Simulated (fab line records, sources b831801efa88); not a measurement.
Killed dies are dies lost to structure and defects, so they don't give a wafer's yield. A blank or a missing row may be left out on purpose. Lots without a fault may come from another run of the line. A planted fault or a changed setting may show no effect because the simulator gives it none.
Which tool did it? | flow sky130 | 6 lots, 18 wafers sampled, at 1 step of a route of 708

WHAT THE GAUGES READ, wafer by wafer
SKY_VT_ADJUST_LVTN_OVL_MEAS_18.
lot  | measured     | on         | VT_ADJUST_LVTN_01_OVL (nm)
L407 | day 7 21:27  | overlay-01 | -1.6 -0.6 -1.7
L409 | day 8 08:56  | overlay-02 | 2.4 1.1 2.8
L411 | day 8 23:44  | overlay-02 | 1.1 3.1 3.1
L416 | day 10 10:22 | overlay-02 | 1.9 1.3 0.3
L419 | day 12 07:11 | overlay-02 | -1.9 0.1 1.1
L426 | day 13 11:40 | overlay-02 | 3.6 3.6 3.8

WHICH TOOL RAN EACH LOT (tool, then ch and the chambers of the sampled wafers, then the start)
The record holds no process step before these readings.

THE ANSWER, worked out from the rows above alone
Rule: what is usual is taken from the lots themselves. Put in order of their means at a reading, lots are off if they are a third of the lots or fewer, leave a main group of 4 or more, and stand apart from it by a gap of 3 or more times the standard deviation of the main group's means; of several such gaps the widest counts. A main group whose means are all the same, to the digits that the tables above print for the reading, isn't used. A lot without any number at a reading at which 4 lots or more have one is off too. The other lots that the step has rows for count as sound.
No lot is off at any reading shown: from this, nothing can be told.

WHAT THE SIMULATOR HAD PUT IN
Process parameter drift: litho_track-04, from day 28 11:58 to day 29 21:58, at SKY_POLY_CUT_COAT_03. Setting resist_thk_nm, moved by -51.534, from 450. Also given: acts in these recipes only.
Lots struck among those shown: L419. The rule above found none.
